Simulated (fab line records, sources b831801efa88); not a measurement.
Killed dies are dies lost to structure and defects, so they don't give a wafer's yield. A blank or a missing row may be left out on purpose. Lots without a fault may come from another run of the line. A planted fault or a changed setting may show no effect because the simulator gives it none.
fab line records | flow sky130
record lots=11 wafers=33 last_day=50
route steps=708 shown METAL1@449 VIA1@459 METAL2@502 PAD_OPEN@708
lots that met no fault: from a run of the same line without faults
start_h: hours from the record's first day to the start of the lot's first wafer shown | wait_h: hours since the lot's step before | " the same as in the row above | L1.1+2: a row that stands for several wafers | - no value, or no start given | * or withheld: withheld | < > ~ a bound
route shown NAME@n: a module of which the file shows steps, and the number in the route of the first | usual: mean/standard deviation of fault-free wafers | same: alike in all rows | chamber/n: place in a boat | sites: the reading at each site | _std_site: their standard deviation | _edge_site: outer sites' mean less inner sites' | radius_mm: how far each site lies from the wafer's centre | mask NAME#n: copy n | behind: the tool/chamber that last shaped the wafer | hold: why the lot was held/for how many hours/how that ended | device: the transistor (n, p or np) that didn't switch | end of line: the same wafers' tests at the end of the route | a step without rows: its recipe alone | killed: dies lost to structure and defects at the first sort, not the wafer's yield | map: a wafer's dies, x killed, . not, _ none there
set.NAME: the setting as run; set.NAME@STEP: as run at that earlier step | model.NAME: the simulator's own value behind a step, which no gauge read
steps of the route over a sample of lots; a table a step, a row a wafer
services: from which hour (start_h, from the record's first day; less than 0 if before it) a tool's chamber was out of use, for how many hours, and why
## steps
# step SKY_METAL1_CD_MEAS_15
# recipe target_cd_nm=140
# usual cd_nm=140.0/1.6
# columns lot.wafer tool chamber start_h wait_h cd_nm
L932.1 cd_sem-01 - 769.57 - 140.4
L932.4 " - " " 140.6
L932.5 " - " " 140.8
L939.2 cd_sem-02 - 829.22 - 141.3
L939.3 " - " " 142.4
L939.6 " - " " 141.9
L940.2 cd_sem-01 - 836.14 - 137.5
L940.3 " - " " 136.2
L940.6 " - " " 137.1
L944.2 cd_sem-01 - 869.22 - 139.3
L944.4 " - " " 140.4
L944.6 " - " " 139.9
L945.1 cd_sem-01 - 884.37 - 137.6
L945.2 " - " " 137.8
L945.6 " - " " 137.2
L949.2 cd_sem-02 - 906.02 - 140.6
L949.4 " - " " 141.4
L949.6 " - " " 140.5
L948.2 cd_sem-01 - 910.64 - 139.8
L948.3 " - " " 140.9
L948.6 " - " " 141.2
L951.1 cd_sem-02 - 920.39 - 138.8
L951.2 " - " " 139.0
L951.5 " - " " 139.8
L952.1 cd_sem-02 - 923.80 - 141.3
L952.2 " - " " 139.4
L952.4 " - " " 139.7
L953.1 cd_sem-01 - 929.75 - 141.5
L953.3 " - " " 142.5
L953.4 " - " " 142.9
L954.2 cd_sem-01 - 935.59 - 139.3
L954.5 " - " " 138.3
L954.6 " - " " 137.9
# step SKY_VIA1_THK_MEAS_01
# recipe reads=SiO2_of_VIA1_HDPCVD_00
# usual VIA1_HDPCVD_THK=1027/9.8
# columns lot.wafer tool chamber start_h wait_h VIA1_HDPCVD_THK[nm]
L932.1 film_metro-04 - 770.62 0.1 1040
L932.4 " - " " 1023
L932.5 " - " " 1032
L939.2 film_metro-04 - 830.27 0.1 1025
L939.3 " - " " 1049
L939.6 " - " " 1027
L940.2 film_metro-02 - 837.18 0.1 1032
L940.3 " - " " 1021
L940.6 " - " " 1024
L944.2 film_metro-04 - 870.26 0.1 1012
L944.4 " - " " 1022
L944.6 " - " " 1021
L945.1 film_metro-02 - 885.82 0.1 1022
L945.2 " - " " 1024
L945.6 " - " " 1047
L949.2 film_metro-03 - 907.41 0.1 1015
L949.4 " - " " 1019
L949.6 " - " " 1014
L948.2 film_metro-04 - 912.09 0.1 1016
L948.3 " - " " 1027
L948.6 " - " " 1023
L951.1 film_metro-03 - 921.63 0.1 1027
L951.2 " - " " 1016
L951.5 " - " " 1025
L952.1 film_metro-03 - 925.89 0.1 1012
L952.2 " - " " 1026
L952.4 " - " " 1021
L953.1 film_metro-04 - 930.80 0.1 1022
L953.3 " - " " 1027
L953.4 " - " " 1034
L954.2 film_metro-04 - 936.63 0.1 1046
L954.5 " - " " 1030
L954.6 " - " " 1038
# step SKY_VIA1_CMP_24
# recipe stop_on=SiO2 t_overpolish_s=15 down_force_psi=3.5 platen_rpm=60 target_thk_nm=0 pad_velocity_m_s=0.94248
# usual motor_current_A=10.7/0.78 overpolish_run_s=15.001/0.0086 time_to_endpoint_s=66.1/2.9
# columns lot.wafer tool chamber start_h wait_h motor_current_A overpolish_run_s time_to_endpoint_s
L932.4 cmp-02 0 798.93 0.1 10.9 14.993 66.4
L932.1 " 1 " " 10.0 14.995 64.8
L932.5 " 2 " " 11.0 15.000 62.4
L939.2 cmp-02 3 858.40 0.1 10.8 15.022 66.8
L939.3 " 0 " " 11.0 15.000 67.2
L939.6 " 1 " " 9.9 14.998 68.6
L940.2 cmp-02 0 865.65 0.0 10.8 14.998 67.5
L940.3 " 2 " " 11.0 15.008 70.3
L940.6 " 0 " " 10.7 15.010 68.3
L944.4 cmp-01 2 897.70 0.3 9.8 15.007 68.8
L944.2 " 1 " " 10.6 15.009 69.1
L944.6 " 2 " " 10.7 14.999 68.5
L945.2 cmp-01 2 912.90 0.0 10.1 15.003 65.4
L945.1 " 0 " " 12.7 14.990 64.8
L945.6 " 3 " " 11.4 14.999 61.9
L949.2 cmp-01 0 934.33 0.1 12.0 14.999 63.0
L949.4 " 1 " " 10.5 15.015 65.3
L949.6 " 3 " " 11.2 14.994 62.9
L948.3 cmp-01 3 938.57 0.1 11.1 14.998 64.5
L948.2 " 1 " " 10.3 14.979 69.6
L948.6 " 3 " " 10.9 15.000 65.5
L951.2 cmp-02 0 947.80 0.0 11.2 15.019 67.9
L951.1 " 3 " " 11.7 15.011 65.0
L951.5 " 1 " " 9.4 14.979 68.2
L952.2 cmp-02 0 952.45 0.1 10.9 14.996 65.5
L952.1 " 1 " " 9.4 15.005 64.1
L952.4 " 2 " " 10.7 15.001 64.1
L953.4 cmp-02 1 956.84 0.1 9.8 14.997 67.6
L953.1 " 2 " " 10.4 15.001 66.8
L953.3 " 3 " " 10.6 15.021 64.8
L954.2 cmp-02 1 962.45 0.1 9.8 15.010 68.9
L954.5 " 3 " " 11.0 15.011 63.7
L954.6 " 0 " " 11.0 15.008 67.0
# step SKY_METAL2_METAL_ETCH_19
# recipe target_depth_a=3600 stop_on=SiO2 over_etch_frac=0.3 time_s=78 chemistry=Cl2/BCl3 resist_sidewall_deg=88 pressure_mtorr=10 icp_w=900 bias_w=48.5 Cl2_flow_sccm=60 bcl3_flow_sccm=30
# usual drypump_motor_current_A=6.1/0.32 mfc_cl2_sccm=60.00/0.15 oes_product_au=0.852/0.0063 over_etch_frac=0.3/0 throttle_valve_pct=22.265/0.0081
# columns lot.wafer tool chamber start_h wait_h drypump_motor_current_A mfc_cl2_sccm oes_product_au over_etch_frac rf_hours_counter_h throttle_valve_pct
L932.1 rie_metal-03 1 826.04 0.0 5.5 60.13 0.846 0.3 12 22.264
L932.4 " 1 " " 5.6 59.88 0.846 0.3 - 22.265
L932.5 " 1 " " 5.6 59.83 0.848 0.3 - 22.271
L939.2 rie_metal-01 0 883.80 0.0 6.2 60.08 0.912 0.15549 10 22.266
L939.3 " 1 " " 6.0 60.03 0.843 0.3 - 22.250
L939.6 " 0 " " 6.2 60.19 0.908 0.15549 - 22.267
L940.2 rie_metal-01 0 892.23 0.0 6.2 59.88 0.904 0.15549 10 22.271
L940.3 " 1 " " 6.0 60.16 0.857 0.3 - 22.253
L940.6 " 1 " " 6.0 60.15 0.841 0.3 - 22.243
L944.2 rie_metal-03 0 923.76 0.1 6.3 59.87 0.850 0.3 - 22.272
L944.4 " 0 " " 6.3 59.85 0.851 0.3 - 22.269
L944.6 " 0 " " 6.3 59.67 0.851 0.3 - 22.259
L945.1 rie_metal-03 0 939.03 0.1 6.3 60.00 0.847 0.3 17 22.273
L945.2 " 0 " " 6.3 60.07 0.849 0.3 - 22.256
L945.6 " 0 " " 6.3 59.92 0.847 0.3 - 22.259
L949.2 rie_metal-03 0 958.99 0.0 6.3 59.81 0.857 0.3 0 22.255
L949.4 " 1 " " 5.5 59.89 0.853 0.3 - 22.272
L949.6 " 0 " " 6.3 60.10 0.851 0.3 - 22.263
L948.2 rie_metal-02 0 962.90 0.0 5.8 60.02 0.864 0.3 15 22.272
L948.3 " 1 " " 6.6 60.37 0.860 0.3 - 22.260
L948.6 " 0 " " 5.8 59.83 0.857 0.3 - 22.261
L951.1 rie_metal-01 0 973.14 0.0 6.2 59.98 0.849 0.3 14 22.276
L951.2 " 1 " " 6.0 59.73 0.844 0.3 10 22.261
L951.5 " 1 " " 6.0 60.19 0.857 0.3 - 22.257
L952.1 rie_metal-01 1 977.19 0.0 6.0 60.03 0.846 0.3 10 22.260
L952.2 " 0 " " 6.2 60.20 0.852 0.3 15 22.256
L952.4 " 1 " " 6.0 60.13 0.855 0.3 - 22.268
L953.1 rie_metal-02 1 981.05 0.0 6.6 59.96 0.851 0.3 9 22.273
L953.3 " 1 " " 6.6 59.89 0.853 0.3 - 22.261
L953.4 " 0 " " 5.8 60.11 0.846 0.3 - 22.252
L954.2 rie_metal-02 1 986.98 0.0 6.6 60.16 0.853 0.3 10 22.277
L954.5 " 0 " " 5.8 60.07 0.850 0.3 - 22.265
L954.6 " 1 " " 6.6 60.14 0.862 0.3 - 22.264
# step SKY_METAL2_STRIP_20
# recipe chemistry=O2/N2 power_w=1400 pressure_mtorr=1500 platen_temp_c=withheld o2_flow_sccm=3000 n2_flow_sccm=300 overash_fraction=0.5
# usual drypump_motor_current_A=5.7/0.45 o2_flow_sccm=2999/8.9 oes_product_au=0.343/0.0044 strip_time_to_endpoint_s=2.710/0.027
# columns lot.wafer tool chamber start_h wait_h drypump_motor_current_A o2_flow_sccm oes_product_au rf_hours_counter_h strip_time_to_endpoint_s
L932.1 plasma_asher-01 0 826.13 0.1 5.1 2994 0.343 102 2.711
L932.4 " 1 " " 5.7 3013 0.346 - 2.697
L932.5 " 1 " " 5.7 3006 0.342 - 2.707
L939.2 plasma_asher-02 0 883.89 0.1 5.3 2983 0.349 46 2.969
L939.3 " 0 " " 5.3 2988 0.345 - 2.676
L939.6 " 1 " " 6.0 2998 0.353 - 2.955
L940.2 plasma_asher-03 1 892.32 0.1 5.8 3011 0.360 16 2.957
L940.3 " 1 " " 5.8 3006 0.340 - 2.693
L940.6 " 0 " " 6.5 3001 0.338 - 2.657
L944.2 plasma_asher-03 1 923.91 0.1 5.8 2995 0.337 19 2.752
L944.4 " 0 " " 6.5 2987 0.347 - 2.711
L944.6 " 1 " " 5.8 3000 0.353 - 2.770
L945.1 plasma_asher-02 0 939.21 0.1 5.3 2997 0.344 52 2.746
L945.2 " 1 " " 6.1 3008 0.345 52 2.745
L945.6 " 1 " " 6.1 3003 0.343 - 2.736
L949.2 plasma_asher-03 0 959.08 0.1 6.5 3003 0.343 21 2.720
L949.4 " 0 " " 6.5 2991 0.340 - 2.679
L949.6 " 1 " " 5.8 2998 0.350 - 2.721
L948.2 plasma_asher-01 1 962.99 0.1 5.7 3014 0.342 117 2.748
L948.3 " 1 " " 5.7 3023 0.349 - 2.711
L948.6 " 1 " " 5.7 3016 0.339 - 2.723
L951.1 plasma_asher-02 0 973.23 0.1 5.3 3014 0.346 55 2.701
L951.2 " 1 " " 6.1 3000 0.347 55 2.728
L951.5 " 1 " " 6.1 3008 0.341 - 2.728
L952.1 plasma_asher-02 1 977.28 0.1 6.1 3007 0.337 56 2.727
L952.2 " 0 " " 5.3 3007 0.350 56 2.712
L952.4 " 1 " " 6.1 3012 0.348 - 2.688
L953.1 plasma_asher-03 0 981.14 0.1 6.5 3000 0.348 24 2.717
L953.3 " 1 " " 5.8 3000 0.348 - 2.709
L953.4 " 0 " " 6.5 3003 0.344 - 2.730
L954.2 plasma_asher-01 0 987.07 0.1 5.1 3003 0.339 119 2.734
L954.5 " 1 " " 5.7 2988 0.347 - 2.748
L954.6 " 0 " " 5.1 3001 0.346 - 2.737
# step SKY_PAD_OPEN_PROBE_99
# usual defect_limited_yield=82.8/1.8 killed_at_M0_to_M3=42/6.4 killed_at_M4_up=3.0/2 killed_at_contacts=24/5.2 killed_at_front_end=14/4.2 killed_at_other=0.4/0.72 killed_dies=84/9 killed_open=46/6.6 killed_short=38/6 sort_bin_3_pad_short=0.9/0.4 sort_bin_5_function=10.1/1.4 sort_bin_6_memory=6.2/1.1 sort_n_pass=408/9 sort_yield_pct=82.8/1.8
# same gross_dies=492 killed_at_back_side=0 sort_bin_4_leakage[%]=0 sort_bin_8_speed[%]=0
# columns lot.wafer tool chamber start_h wait_h defect_limited_yield[%] killed_at_M0_to_M3 killed_at_M4_up killed_at_contacts killed_at_front_end killed_at_other killed_dies killed_open killed_short sort_bin_3_pad_short[%] sort_bin_5_function[%] sort_bin_6_memory[%] sort_n_pass sort_yield_pct[%]
L940.2 prober-02 - 1130.51 0.1 80.7 46 5 31 12 1 95 49 46 1.0 11.2 7.1 397 80.7
L940.3 prober-02 - 1130.56 0.2 86.0 36 3 16 13 1 69 38 31 0.4 8.3 5.3 423 86.0
L940.6 prober-02 - 1130.71 0.2 84.1 40 6 21 11 0 78 40 38 0.8 9.1 5.9 414 84.1
L944.2 prober-02 - 1154.94 0.1 84.1 31 3 34 10 0 78 47 31 0.2 9.8 5.9 414 84.1
L944.4 prober-02 - 1155.04 0.2 84.3 39 2 21 14 1 77 41 36 0.6 8.7 6.3 415 84.3
L944.6 prober-02 - 1155.14 0.2 83.1 39 1 28 15 0 83 45 38 0.2 11.4 5.3 409 83.1
# killed by level:class
L940.2 CONTACT:geometric_particle:open=14 VIA3:geometric_particle:open=8 VIA2:geometric_particle:open=6 LI_CONTACT:geometric_particle:open=6 CONTACT:geometric_particle:short=6 VIA2:geometric_particle:short=5 VIA1:geometric_particle:open=5 METAL2:geometric_particle:short=5
L940.3 METAL1:geometric_particle:short=8 VIA2:geometric_particle:open=7 LI_CONTACT:geometric_particle:open=6 VIA3:geometric_particle:open=5 VIA1:geometric_particle:open=4 CONTACT:geometric_particle:short=4 FIELD_ISO:geometric_particle:short=3 POLY_GATE:geometric_particle:open=3
L940.6 CONTACT:geometric_particle:open=8 VIA1:geometric_particle:open=7 METAL1:geometric_particle:short=6 VIA2:geometric_particle:open=6 LI_CONTACT:geometric_particle:open=5 VIA1:geometric_particle:short=5 LOCAL_INTERCONNECT:geometric_particle:short=4 VIA2:geometric_particle:short=4
L944.2 CONTACT:geometric_particle:open=14 VIA1:geometric_particle:open=10 CONTACT:geometric_particle:short=6 VIA3:geometric_particle:open=6 LI_CONTACT:geometric_particle:open=5 LI_CONTACT:geometric_particle:short=4 LOCAL_INTERCONNECT:geometric_particle:short=4 METAL1:geometric_particle:short=4
L944.4 VIA2:geometric_particle:open=9 VIA1:geometric_particle:open=8 CONTACT:geometric_particle:open=7 VIA3:geometric_particle:open=6 FIELD_ISO:geometric_particle:short=5 POLY_GATE:geometric_particle:open=5 VIA3:geometric_particle:short=5 LI_CONTACT:geometric_particle:open=4
L944.6 VIA1:geometric_particle:open=15 CONTACT:geometric_particle:open=11 VIA3:geometric_particle:open=8 FIELD_ISO:geometric_particle:short=6 LOCAL_INTERCONNECT:geometric_particle:short=6 VIA1:geometric_particle:short=6 CONTACT:geometric_particle:short=5 POLY_GATE:geometric_particle:short=4
## services
# columns tool chamber start_h hours kind
cmp-01 - 781.59 1.7 repair
plasma_asher-03 - 810.13 3.1 repair
rie_metal-01 - 810.29 0.5 repair
cmp-02 - 834.53 3.8 repair
cmp-01 - 849.31 3.4 repair
cmp-01 - 861.18 0.8 repair
cmp-02 - 895.50 4.1 pm
cmp-01 - 900.53 0.6 repair
cmp-02 - 912.14 4.0 pm
plasma_asher-01 - 913.98 0.5 repair
cmp-02 - 916.14 - consumable_replace:conditioner
cmp-02 - 916.14 - consumable_replace:pad
rie_metal-03 1 919.12 - clean
rie_metal-03 1 919.12 22.6 scheduled_down
rie_metal-03 1 919.12 22.6 vent_cycle
plasma_asher-03 - 926.97 3.4 repair
rie_metal-03 0 941.71 - clean
rie_metal-03 0 941.71 16.1 scheduled_down
rie_metal-03 0 941.71 16.1 vent_cycle
cmp-01 - 943.29 0.4 repair
rie_metal-01 - 944.44 1.2 repair
cmp-01 - 947.81 7.6 repair
plasma_asher-03 - 949.10 9.8 pm
cmp-01 - 956.24 6.8 pm
## key
first_sign step=SKY_METAL2_METAL_ETCH_19 reading=over_etch_frac direction=down sigmas=99+ usual=0.3 struck=0.15549
effect step=SKY_METAL2_METAL_ETCH_19 reading=oes_product_au direction=up sigmas=8.9 usual=0.852 struck=0.908
effect step=SKY_METAL2_STRIP_20 reading=strip_time_to_endpoint_s direction=up sigmas=9.4 usual=* struck=*
met_at SKY_METAL2_METAL_ETCH_19
struck_lots L939,L940
struck_wafers L939.2,L939.6,L940.2
not_acting_at SKY_METAL1_CD_MEAS_15,SKY_VIA1_THK_MEAS_01,SKY_VIA1_CMP_24
fault kind=process_parameter_drift tool=rie_metal-01 chamber=0 onset_h=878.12 steps=SKY_METAL2_METAL_ETCH_19 channel=over_etch_frac offset=-0.14451 shape=step end_h=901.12 acts_in=these_recipes_only stated=0.3
